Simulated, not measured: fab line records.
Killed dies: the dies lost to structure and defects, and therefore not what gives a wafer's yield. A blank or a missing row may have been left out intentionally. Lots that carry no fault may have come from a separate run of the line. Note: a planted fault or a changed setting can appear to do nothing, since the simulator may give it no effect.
Which tool did it?	flow gf180mcu	12 lots, 36 wafers sampled, at 1 step of a route of 602

== WHAT EACH GAUGE READ, for each wafer ==
GF_MVPSD_OVL_MEAS_07.
lot	measured	on	MVPSD_OVL (nm)
L168	day 5 08:22	overlay-02	-1.1 -0.4 -2.4
L170	day 5 23:07	overlay-02	-4.6 -1.1 -4.2
L171	day 6 05:52	overlay-01	-0.6 -0.4 -2.4
L172	day 6 11:49	overlay-01	0.3 1.3 1.4
L175	day 7 06:01	overlay-01	-2.6 -3.0 -3.1
L176	day 7 11:11	overlay-01	-0.7 -0.8 1.0
L180	day 8 11:37	overlay-01	0.5 -0.1 -0.2
L181	day 8 16:38	overlay-02	-2.4 -0.9 -0.1
L182	day 9 02:16	overlay-02	-2.3 -1.7 0.3
L184	day 9 11:29	overlay-02	-0.8 0.0 -1.5
L188	day 10 13:22	overlay-02	-1.5 -1.4 -3.2
L190	day 11 03:19	overlay-02	-1.5 -2.0 -0.7

== EACH LOT AND THE TOOL THAT RAN IT (in order: tool; ch and the chambers of the sampled wafers; start) ==
No process step before these readings appears in the record.

== WHAT THE TOOLS THEMSELVES READ (means of the sampled wafers that have a number; where no wafer has one, the mark that the record gives instead) ==
The record holds no such reading with a usual standard deviation.

== THE ANSWER, worked out from the rows above alone ==
Rule: what is usual is taken from the lots themselves. The widest of any qualifying gaps counts: lots, ordered by their means at a reading, are off when they make up no more than a third of the lots, leave a main group of 4 or more, and stand apart from it by 3 or more times the standard deviation of that group's means. A main group whose means are all the same, to the digits that the tables above print for the reading, isn't used. A lot without any number at a reading at which 4 lots or more have one is off too. Any other lot the step has rows for is counted as sound. Order of review: gauges by route order, followed by the tools' own readings, for which a lot's mean as printed above is used. At the first step where some lot is off, the reading lying furthest off is the one used; lots without a number count as furthest.
No lot is off on any of the readings shown, so nothing can be concluded from this.

== WHAT THE SIMULATOR HAD INSERTED ==
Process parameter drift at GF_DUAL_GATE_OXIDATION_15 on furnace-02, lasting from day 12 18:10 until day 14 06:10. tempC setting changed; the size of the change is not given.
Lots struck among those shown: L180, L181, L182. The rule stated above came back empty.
